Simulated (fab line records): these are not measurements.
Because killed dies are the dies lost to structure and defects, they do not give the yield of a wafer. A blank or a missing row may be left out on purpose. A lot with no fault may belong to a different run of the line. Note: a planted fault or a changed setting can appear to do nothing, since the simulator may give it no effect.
Code-filled problem report in 8D (eight disciplines) form ; flow gf180mcu ; the parts of the form that need people (team, actions taken, sign-off) are left out

== 1. WHAT WENT WRONG ==
cd-nm at GF_V2_CD_MEAS_14 reads a mean of 266.3 nm on 9 wafers of 3 lots; wafers without a fault read 259.7 nm with a standard deviation of 0.98. That puts it +6.7 standard deviations away from the usual mean.
The step: target cd 260 nm.
Seen first at day 24 05:10 on cd-sem-01, wafer L863.2. The record holds 39 wafers of 13 lots with a number at this step. Rule for "out" (also "out of limits"): further than 4 standard deviations from the usual mean. The rest of the wafers with a number are treated as sound.

== 2. WHAT IT IS AND WHAT IT IS NOT ==
question;is;is not
which readings at this step;cd-nm;-
which lots;L863, L864, L865;L853, L855, L857, L858, L859, L866, L871, L872, L874, L875
which wafers of those lots;all that have a number;-
read on which gauges;cd-sem-01, cd-sem-02;-
when;from day 24 05:10;"up to then (15 sound wafers); but 15 sound wafers of L866, L871, L872, L874, L875 came after"

== 3. THE SUSPECTS, EACH WITH WHAT RULES IT OUT ==
Counting: any tool at a process step up to the reading is kept as a suspect provided that every lot that is out went through it and no sound lot did after the first of them.
- the gauge at GF_V2_CD_MEAS_14 has been ruled out. The wafers that are out were read on 2 gauges (cd-sem-01, cd-sem-02).
- litho-track-04 at GF_V2_SOFTBAKE_10 (time 60 s): ruled out as a lasting fault. After its first lot that is out, L863 (day 23 18:00), sound lots L875 ran on it.
Left after counting: nothing in the record.

== 4. THE CAUSE (what the simulator had put in) ==
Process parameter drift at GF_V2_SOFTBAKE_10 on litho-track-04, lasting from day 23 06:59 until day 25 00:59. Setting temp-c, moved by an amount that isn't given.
It was ruled out by counting, in error; the rule expects a fault to strike all lots run on its tool from its start on, and this fault did not.

== 5. THE EFFECT CHAIN, in route order ==
One row per reading whose mean, taken over the struck wafers that have a number, lies over 3 standard deviations from the usual. Readings are gone through only where the record gives a usual standard deviation; hours: the median, over the lots, of the time from a lot's start at the first step in this table giving one to that lot's start at this step; sigmas: the change measured in usual standard deviations.
hours;step;reading;usual;on struck wafers;change;sigmas
0;GF_V2_SOFTBAKE_10;heater-power-total-W;93.05 W;95.14;+2.09;+34
0;GF_V2_SOFTBAKE_10;plate-temp-C;129.98 C;132.30;+2.32;+18
12;GF_V2_CD_MEAS_14;cd-nm;259.7 nm;266.3;+6.6;+6.7
Its process steps:
- GF_V2_SOFTBAKE_10: time 60 s.

== 6. HOW IT WOULD HAVE BEEN CAUGHT EARLIER ==
Counted from the fault's start at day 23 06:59, it took 22 hours until the first out-of-limits reading at a measuring or inspecting step in this record, taken at day 24 05:10.
The tool's own readings at GF_V2_SOFTBAKE_10 were out on every struck wafer that the step has a row for (heater-power-total-W, plate-temp-C): an alarm limit on them would have fired on the first of those.
